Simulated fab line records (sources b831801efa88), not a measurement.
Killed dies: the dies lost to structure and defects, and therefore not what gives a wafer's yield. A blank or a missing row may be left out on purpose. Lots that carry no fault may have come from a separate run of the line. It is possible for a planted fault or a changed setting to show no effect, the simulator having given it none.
Which tool was responsible?	flow gf180mcu	14 lots, 42 wafers sampled, at 4 steps of a route of 602

## WHAT THE GAUGES SHOWED, per wafer
GF_STI_THK_MEAS_02.
lot	measured	on	STI_OXIDATION_THK (nm)
L368	day 1 12:31	film-metro-04	9.75 9.89 9.69
L373	day 2 12:52	film-metro-04	10.09 10.29 10.09
L375	day 2 22:40	film-metro-03	9.96 9.92 9.91
L376	day 3 04:30	film-metro-03	9.79 9.89 9.79
L377	day 3 09:07	film-metro-04	10.17 10.02 9.87
L382	day 4 09:31	film-metro-03	10.29 10.19 10.38
L383	day 4 14:31	film-metro-04	10.41 10.24 10.45
L384	day 4 20:51	film-metro-03	10.10 10.09 10.31
L385	day 5 00:32	film-metro-03	9.89 10.11 10.01
L386	day 5 06:59	film-metro-04	9.99 10.10 9.94
L388	day 5 16:46	film-metro-03	10.22 10.17 10.05
L389	day 5 21:40	film-metro-01	10.05 10.12 9.99
L390	day 6 02:21	film-metro-04	9.73 9.81 9.88
L391	day 6 06:31	film-metro-03	9.85 9.76 9.90

GF_SAB_OVL_MEAS_10.
lot	measured	on	SAB_OVL (nm)
L368	day 15 00:43	overlay-02	-1.5 -2.9 -0.2
L373	day 16 22:41	overlay-01	-0.5 -1.2 -1.4
L375	day 17 14:43	overlay-01	-2.0 -0.8 -0.3
L382	day 20 05:34	overlay-01	-2.2 -0.3 -2.1
L383	day 20 14:28	overlay-01	-0.6 0.1 -1.9
L384	day 20 23:44	overlay-01	-0.1 -0.4 1.8
L385	day 21 07:53	overlay-01	1.6 1.9 0.3
L386	day 21 20:47	overlay-01	-2.4 -2.5 -1.9
L388	day 22 05:32	overlay-01	3.0 0.7 3.0
L389	day 22 15:37	overlay-02	-2.7 -2.9 -3.1
L390	day 22 20:41	overlay-02	-1.7 -1.2 -0.3
L391	day 23 06:19	overlay-02	1.4 0.9 0.2

GF_SALICIDE_RS_MEAS_04: uses a four-point probe to measure.
lot	measured	on	SALICIDE_TIN_RS (ohm/sq)
L368	day 15 01:10	film-metro-02	16.54 16.71 16.56
L373	day 16 23:07	film-metro-04	15.98 15.93 16.05
L375	day 17 15:10	film-metro-04	16.11 16.13 16.15
L382	day 20 06:01	film-metro-02	15.89 16.06 15.97
L383	day 20 14:54	film-metro-02	16.65 16.76 16.76
L384	day 21 00:10	film-metro-04	16.07 15.93 16.17
L385	day 21 08:20	film-metro-04	16.37 16.08 16.36
L386	day 21 21:16	film-metro-02	16.76 16.66 16.59
L388	day 22 06:06	film-metro-02	16.41 16.70 16.54
L389	day 22 16:07	film-metro-03	16.80 16.64 16.77
L390	day 22 21:08	film-metro-02	16.82 16.50 16.57
L391	day 23 06:45	film-metro-02	15.85 15.91 16.04

## EACH LOT AND THE TOOL THAT RAN IT (in order: tool; ch and the chambers of the sampled wafers; start)
lot	GF_STI_WET_ETCH_17
L368	wet-bench-02 ch 0, day 2 02:12
L373	wet-bench-01 ch 3, day 3 03:12
L375	wet-bench-03 ch 1, day 3 13:21
L376	wet-bench-03 ch 2, day 3 19:41
L377	wet-bench-03 ch 1, day 4 00:17
L382	wet-bench-03 ch 3, day 5 01:20
L383	wet-bench-03 ch 0, day 5 06:24
L384	wet-bench-02 ch 3, day 5 13:30
L385	wet-bench-02 ch 1, day 5 16:23
L386	wet-bench-01 ch 0, day 5 23:27
L388	wet-bench-03 ch 2, day 6 09:38
L389	wet-bench-01 ch 2, day 6 14:56
L390	wet-bench-01 ch 3, day 6 19:41
L391	wet-bench-01 ch 3, day 7 00:02
- GF_STI_WET_ETCH_17: etches Si3N4 in H3PO4, target depth 45 nm, time 514 s.

## AS READ BY THE TOOLS THEMSELVES (means over the sampled wafers that have a number; for cases with no such wafer, the mark the record gives instead)
GF_STI_WET_ETCH_17.
lot	tool	bath-guard-temp-C (C)	bath-heat-duty-pct (%)
L368	wet-bench-02	159.5	30
L373	wet-bench-01	160.2	32
L375	wet-bench-03	159.6	30
L376	wet-bench-03	-	-
L377	wet-bench-03	-	-
L382	wet-bench-03	160.6	26
L383	wet-bench-03	159.9	26
L384	wet-bench-02	159.7	29
L385	wet-bench-02	160.0	29
L386	wet-bench-01	159.5	26
L388	wet-bench-03	160.1	22
L389	wet-bench-01	159.6	25
L390	wet-bench-01	160.2	31
L391	wet-bench-01	160.4	32

## THE ANSWER, worked out from the rows above alone
Rule: the lots themselves supply what counts as usual. The widest of any qualifying gaps counts: lots, ordered by their means at a reading, are off when they make up no more than a third of the lots, leave a main group of 4 or more, and stand apart from it by 3 or more times the standard deviation of that group's means. The tables above print the reading to a certain number of digits; a main group whose means all agree to those digits is not used. Also off: a lot with no number at a reading for which 4 or more lots have one. All remaining lots with rows at the step are treated as sound. Order of review: gauges by route order, followed by the tools' own readings, for which a lot's mean as printed above is used. The first step at which some lot is off is used, and at that step the reading that is off furthest; a lot without a number counts as furthest.
Off: L376, L377, at GF_STI_WET_ETCH_17 (bath-guard-temp-C). Without a number there: L376, L377. The main group: mean 159.9 C, standard deviation 0.35.
If a tool, at that step or one of the process steps before it, ran each lot that is off and ran no sound lot following the first of them, it fits. Not one of the candidates tried fits.

## WHAT THE SIMULATOR HAD PUT IN
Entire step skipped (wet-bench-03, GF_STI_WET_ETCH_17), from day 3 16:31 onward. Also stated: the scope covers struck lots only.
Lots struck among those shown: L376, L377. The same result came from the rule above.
